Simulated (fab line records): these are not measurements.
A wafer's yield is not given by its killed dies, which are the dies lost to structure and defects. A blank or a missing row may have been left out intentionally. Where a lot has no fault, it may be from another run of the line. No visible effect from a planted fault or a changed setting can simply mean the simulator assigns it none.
Comparing a struck lot with a sound one :: flow sky130 :: 15 out of 708 route steps
Sound: these wafers, L410.1, L410.2, L410.3. Struck: wafers L405.4, L405.5 (left out: L405.1, a lot-mate that was not struck); the cause follows at the end.
At each step with rows: each side's tool, then ch and its chambers, then its first start. Under that, the readings that differ: sound wafers :: struck wafers :: difference of the means :: sigmas: that difference in standard deviations of wafers without a fault.
alike: readings with means less than 2 such deviations apart, plus words and numbers identical on both sides. not compared: withheld readings, readings lacking a value on some wafer, bounds such as >300 that could conceal the same value, and numbers that have no deviation in the record and whose values overlap.
The two part at a step that has a row with sigmas, a row that says differs or no value, or rows on one side only. Numbers that don't overlap but have no deviation are shown without sigmas and don't part them. A reading that every wafer of one side lacks parts them only if that side has two wafers or more.

SKY_GATE_OXIDE_OVL_MEAS_10:
  sound: overlay-01 at day 18 16:57; struck: overlay-02 at day 16 23:25
  alike: GATE_OXIDE_OVL
then, 2 steps without rows for these wafers: SKY_GATE_OXIDE_IMPLANT_11; SKY_GATE_OXIDE_WET_ETCH_12 (etches SiO2 in dHF, target depth 16.8 nm, time 336 s).
SKY_GATE_OXIDE_STRIP_13: strips in O2/N2.
  sound on plasma-asher-02 ch 0,1, day 18 17:15; struck on plasma-asher-02 ch 1, day 16 23:42
  alike: drypump-motor-current-A, oes-product-au, strip-time-to-endpoint-s
  not compared: rf-hours-counter-h
SKY_GATE_OXIDE_TW_MEAS_14:
  sound: film-metro-03 at day 18 17:21; struck: film-metro-01 at day 16 23:48
  alike: GATE_OXIDE_TW
then, 3 steps without rows for these wafers: SKY_GATE_OXIDE_CLEAN_15 (cleans in SC1/SC2, time 150 s); SKY_GATE_OXIDE_OXIDATION_16 (stabilise 600 s, purge 300 s, target thk 3.57 nm); SKY_POLY_GATE_CVD_00 (deposits poly-Si, target thk 180 nm, time 720 s).
SKY_POLY_GATE_THK_MEAS_01:
  sound: film-metro-03 at day 18 21:22; struck: film-metro-01 at day 17 04:07
  alike: POLY_GATE_CVD_00_THK
then, 3 steps without rows for these wafers: SKY_RES_PROTECT_DEHYDRATE_00 (time 60 s); SKY_RES_PROTECT_HMDS_01 (prime time 60 s); SKY_RES_PROTECT_COAT_02 (resist thk 1140 nm).
SKY_RES_PROTECT_SOFTBAKE_03: time 60 s.
  sound on litho-track-01 ch 0, day 19 12:58; struck on litho-track-02 ch 0, day 17 18:06
reading: heater-power-total-W (W)
sound: 56.60 56.56 56.65
struck: 57.91 57.73
difference: +1.22
sigmas: +25

reading: run-length-s (s)
sound: 89.51 89.50 89.37
struck: 85.74 85.84
difference: -3.67
sigmas: -17
  alike: exhaust-pa
then, 1 step without rows for these wafers: SKY_RES_PROTECT_EXPOSE_04 (exposes mask RPM, target cd 1270 nm).
-- the record jumps here: 30 days lie between the struck wafers' starts before and after (it left off in module RES_PROTECT and takes up again in module PAD_OPEN, whose first step shown is number 708 of the route) --
SKY_PAD_OPEN_PROBE_99:
  sound: prober-01 at day 49 05:29; struck: prober-02 at day 48 05:32
  alike: killed_at_M0_to_M3, killed_at_M4_up, killed-at-contacts, killed-at-front-end, killed-at-other, killed-dies, killed-open, killed-short

WHERE THEY PART
Only at SKY_RES_PROTECT_SOFTBAKE_03, within this record. Later steps at which nothing parts them and some readings are alike: SKY_PAD_OPEN_PROBE_99.

WHY: what had been put in by the simulator
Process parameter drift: litho-track-02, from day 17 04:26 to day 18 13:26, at SKY_RES_PROTECT_SOFTBAKE_03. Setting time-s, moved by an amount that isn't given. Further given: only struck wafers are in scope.
